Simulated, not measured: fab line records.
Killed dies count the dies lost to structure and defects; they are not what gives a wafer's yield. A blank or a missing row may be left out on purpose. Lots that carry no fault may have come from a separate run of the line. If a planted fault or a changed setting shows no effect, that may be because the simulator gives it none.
8D (eight disciplines) problem report, filled in by code || flow gf180mcu || the parts of the form that need people (team, actions taken, sign-off) are left out

== 1. PROBLEM STATEMENT ==
Wafers without a fault read 15.000 s, standard deviation 0.0096; overpolish-run-s at GF_V1_CMP_26 reads a mean of 0.038 s on 9 wafers belonging to 3 lots. That is -99 or more standard deviations from the usual mean.
The step: polishes, stops on SiO2, t overpolish 15 s, target thk 0 nm.
The first sign was on wafer L185.3 at day 23 12:14, on cmp-02. At this step, 45 wafers from 15 lots have a number in the record. The rule behind "out" and "out of limits": a value lying over 4 standard deviations away from the usual mean. The rest of the wafers with a number are treated as sound.

== 2. WHAT IT IS AND WHAT IT IS NOT ==
{"question": "which readings at this step", "is": "overpolish-run-s, time-to-endpoint-s", "is not": "head-pressure-psi, motor-current-A, slurry-flow-ml-min"}
{"question": "which lots", "is": "L185, L186, L188", "is not": "L170, L171, L172, L174, L175, L177, L180, L183, L189, L190, L191, L192"}
{"question": "which wafers of those lots", "is": "all that have a number", "is not": "-"}
{"question": "read on which tools", "is": "cmp-02", "is not": "cmp-01"}
{"question": "when", "is": "from day 23 12:14", "is not": "up to then (24 sound wafers); but 12 sound wafers of L189, L190, L191, L192 came after"}

== 3. SUSPECTS, AND WHAT RULES EACH OUT ==
Counting: a tool stays on the suspect list if, at a process step up to the reading, it processed all lots that are out and no sound lot following the first of them.
- cmp-02 at GF_V1_CMP_26 (polishes, stops on SiO2, t overpolish 15 s, target thk 0 nm): kept. It ran every lot that is out, first L185 (day 23 12:14), and no sound lot after that; its last sound lot up to then is L183 (day 23 02:20). Its own readings are out on those wafers: overpolish-run-s, time-to-endpoint-s.
After counting, what remains is cmp-02 at GF_V1_CMP_26.

== 4. THE CAUSE (what the simulator had put in) ==
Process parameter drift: cmp-02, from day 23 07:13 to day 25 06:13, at GF_V1_CMP_26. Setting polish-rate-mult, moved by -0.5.
After counting, this tool was the only one left.

== 5. SEQUENCE OF EFFECTS, ordered by route ==
Rows list readings where the struck wafers' mean (over those with a number) sits beyond 3 standard deviations from the usual. Readings are gone through only where the record gives a usual standard deviation; hours: the median, over the lots, of the time from a lot's start at the first step in this table giving one to that lot's start at this step; sigmas: the change measured in usual standard deviations.
{"hours": 0, "step": "GF_V1_CMP_26", "reading": "overpolish-run-s", "usual": "15.000 s", "on struck wafers": 0.038, "change": -14.962, "sigmas": "-99 or more"}
{"hours": 0, "step": "GF_V1_CMP_26", "reading": "time-to-endpoint-s", "usual": "84.9 s", "on struck wafers": 128.4, "change": "+43.5", "sigmas": "+15"}
The process steps in it:
- GF_V1_CMP_26: polishes, stops on SiO2, t overpolish 15 s, target thk 0 nm.

== 6. WHAT WOULD HAVE CAUGHT IT SOONER ==
First out-of-limits reading in this record: day 23 12:14, which is 5 hours after fault onset at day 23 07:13.
